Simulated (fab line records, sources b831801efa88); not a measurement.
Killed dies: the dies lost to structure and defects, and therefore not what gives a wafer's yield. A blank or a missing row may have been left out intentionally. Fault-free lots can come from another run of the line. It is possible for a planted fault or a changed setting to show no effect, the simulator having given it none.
The tool behind it: which one? + flow gf180mcu + 42 wafers from 14 lots sampled at 3 of the route's 602 steps

== WHAT THE GAUGES READ, wafer by wafer ==
GF_V4_OVL_MEAS_15. Usual: for V4_OVL the level is 2 nm and the standard deviation is 5.1.
| lot  | measured     | on         | V4_OVL (nm) | flag |
|------|--------------|------------|-------------|------|
| L925 | day 24 20:08 | overlay-02 | -2 -5 -5    |      |
| L926 | day 24 23:38 | overlay-02 | -10 -12 -10 |      |
| L929 | day 25 21:53 | overlay-01 | -2 1 12     |      |
| L931 | day 26 18:34 | overlay-01 | 5 10 2      |      |
| L933 | day 27 13:20 | overlay-01 | -6 0 -1     |      |
| L934 | day 27 14:10 | overlay-01 | 7 -4 0      |      |
| L935 | day 27 19:52 | overlay-02 | -5 0 -9     |      |
| L936 | day 27 20:53 | overlay-01 | -2 -2 -6    |      |
| L937 | day 28 16:50 | overlay-02 | 3 2 3       |      |
| L939 | day 29 05:50 | overlay-01 | 6 6 -2      |      |
| L938 | day 29 06:43 | overlay-01 | 1 2 4       |      |
| L942 | day 29 22:55 | overlay-02 | -3 -6 1     |      |
| L943 | day 30 05:25 | overlay-02 | 2 0 -7      |      |
| L944 | day 30 05:44 | overlay-02 | 3 6 3       |      |

GF_V4_RS_MEAS_24: measurement is done with a four-point probe. Usual: for V4_W_RS the level is 0.326 ohm/sq and the standard deviation is 0.0037.
| lot  | measured     | on           | V4_W_RS (ohm/sq)  | flag |
|------|--------------|--------------|-------------------|------|
| L925 | day 24 21:04 | filmMetro-02 | 0.327 0.327 0.324 |      |
| L926 | day 25 00:33 | filmMetro-02 | 0.322 0.326 0.325 |      |
| L929 | day 25 22:49 | filmMetro-04 | 0.321 0.328 0.328 |      |
| L931 | day 26 19:32 | filmMetro-04 | 0.320 0.320 0.329 |      |
| L933 | day 27 14:19 | filmMetro-02 | 0.319 0.329 0.321 |      |
| L934 | day 27 15:08 | filmMetro-04 | 0.329 0.327 0.329 |      |
| L935 | day 27 20:47 | filmMetro-04 | 0.326 0.327 0.327 |      |
| L936 | day 27 21:49 | filmMetro-01 | 0.329 0.328 0.327 |      |
| L937 | day 28 17:45 | filmMetro-02 | 0.323 0.325 0.322 |      |
| L939 | day 29 06:49 | filmMetro-01 | 0.325 0.327 0.327 |      |
| L938 | day 29 07:41 | filmMetro-04 | 0.323 0.334 0.325 |      |
| L942 | day 29 23:50 | filmMetro-04 | 0.322 0.329 0.320 |      |
| L943 | day 30 06:22 | filmMetro-04 | 0.322 0.328 0.328 |      |
| L944 | day 30 06:43 | filmMetro-04 | 0.331 0.333 0.324 |      |

== WHICH TOOL RAN EACH LOT (tool, then ch and the chambers of the sampled wafers, then the start) ==
| lot  | GF_V4_SPUTTER_22            |
|------|-----------------------------|
| L925 | pvdSputter-03, day 24 20:53 |
| L926 | pvdSputter-01, day 25 00:24 |
| L929 | pvdSputter-03, day 25 22:38 |
| L931 | pvdSputter-04, day 26 19:23 |
| L933 | pvdSputter-03, day 27 14:08 |
| L934 | pvdSputter-04, day 27 14:59 |
| L935 | pvdSputter-03, day 27 20:38 |
| L936 | pvdSputter-04, day 27 21:38 |
| L937 | pvdSputter-03, day 28 17:35 |
| L939 | pvdSputter-01, day 29 06:38 |
| L938 | pvdSputter-01, day 29 07:32 |
| L942 | pvdSputter-03, day 29 23:41 |
| L943 | pvdSputter-03, day 30 06:13 |
| L944 | pvdSputter-01, day 30 06:34 |
- GF_V4_SPUTTER_22: material TiN, target thk 10 nm, time 40 s.

== AS READ BY THE TOOLS THEMSELVES (means over the sampled wafers that have a number; for cases with no such wafer, the mark the record gives instead) ==
GF_V4_SPUTTER_22. Usual: throttleValvePct reads 30.0 % (standard deviation 1.6).
| lot  | tool          | throttleValvePct (%) | flag |
|------|---------------|----------------------|------|
| L925 | pvdSputter-03 | 31.5                 |      |
| L926 | pvdSputter-01 | 29.1                 |      |
| L929 | pvdSputter-03 | 29.7                 |      |
| L931 | pvdSputter-04 | 31.1                 |      |
| L933 | pvdSputter-03 | 31.7                 |      |
| L934 | pvdSputter-04 | 31.4                 |      |
| L935 | pvdSputter-03 | 29.5                 |      |
| L936 | pvdSputter-04 | 30.5                 |      |
| L937 | pvdSputter-03 | 29.2                 |      |
| L939 | pvdSputter-01 | 29.9                 |      |
| L938 | pvdSputter-01 | 30.0                 |      |
| L942 | pvdSputter-03 | 29.7                 |      |
| L943 | pvdSputter-03 | 29.6                 |      |
| L944 | pvdSputter-01 | 28.6                 |      |

== THE ANSWER, worked out from the rows above alone ==
Rule: a lot is off if the mean of its wafers that have a number lies more than 3 standard deviations from the usual mean. Also off: a lot with no number at a reading for which 4 or more lots have one. Where the step has rows for the other lots, those lots are counted as sound. After the gauges, taken in route order, come the tools' own readings; for these a lot's mean is taken, as printed above. At the first step where some lot is off, the reading lying furthest off is the one used; lots without a number count as furthest.
Nothing can be told from this: no lot is off at any reading shown.

== WHAT WAS PUT IN BY THE SIMULATOR ==
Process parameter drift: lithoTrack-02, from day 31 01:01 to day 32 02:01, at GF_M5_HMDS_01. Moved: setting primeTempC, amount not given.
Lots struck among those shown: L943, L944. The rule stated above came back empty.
